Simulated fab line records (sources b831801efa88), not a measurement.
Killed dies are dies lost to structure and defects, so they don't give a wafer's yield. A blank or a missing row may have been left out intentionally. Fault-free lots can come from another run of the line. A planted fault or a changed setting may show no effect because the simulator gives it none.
Which tool is to blame? | flow sky130 | route of 708 steps, sampled at 1 step: 12 lots, 36 wafers

## WHAT THE GAUGES READ, wafer by wafer
SKY_FIELD_ISO_THK_MEAS_25. Usual: FIELD_ISO_CVD_24_THK gives 598 nm (standard deviation 6.6).
lot  | measured    | on           | FIELD_ISO_CVD_24_THK (nm) | flag
L663 | day 2 05:11 | filmMetro-01 | 595 596 595               | 
L664 | day 2 12:32 | filmMetro-03 | 593 608 605               | 
L665 | day 2 16:16 | filmMetro-03 | 601 600 593               | 
L669 | day 3 12:10 | filmMetro-01 | 605 598 605               | 
L670 | day 3 19:08 | filmMetro-01 | 597 598 604               | 
L679 | day 5 18:03 | filmMetro-01 | 596 599 598               | 
L680 | day 5 23:30 | filmMetro-03 | 602 598 599               | 
L681 | day 6 06:29 | filmMetro-02 | 599 602 591               | 
L682 | day 6 13:59 | filmMetro-03 | 596 589 598               | 
L683 | day 6 18:47 | filmMetro-01 | 604 596 596               | 
L684 | day 6 20:10 | filmMetro-03 | 600 590 605               | 
L686 | day 7 07:48 | filmMetro-03 | 599 597 596               | 

## TOOL THAT RAN EACH LOT (tool first, then ch and the chambers of the sampled wafers, then the start)
The record shows no process step preceding these readings.

## AS READ BY THE TOOLS THEMSELVES (means over the sampled wafers that have a number; for cases with no such wafer, the mark the record gives instead)
The record holds no such reading with a usual standard deviation.

## THE ANSWER, worked out from the rows above alone
Rule: lot off if the mean of its wafers having a number is beyond 3 standard deviations from the usual mean. Also off: a lot with no number at a reading for which 4 or more lots have one. The other lots that the step has rows for count as sound. The gauges are gone through in route order, then the tools' own readings, and for those a lot's mean is taken as printed above. The first step at which some lot is off is used, and at that step the reading that is off furthest; a lot without a number counts as furthest.
No lot is off at any reading shown: from this, nothing can be told.

## WHAT THE SIMULATOR HAD INSERTED
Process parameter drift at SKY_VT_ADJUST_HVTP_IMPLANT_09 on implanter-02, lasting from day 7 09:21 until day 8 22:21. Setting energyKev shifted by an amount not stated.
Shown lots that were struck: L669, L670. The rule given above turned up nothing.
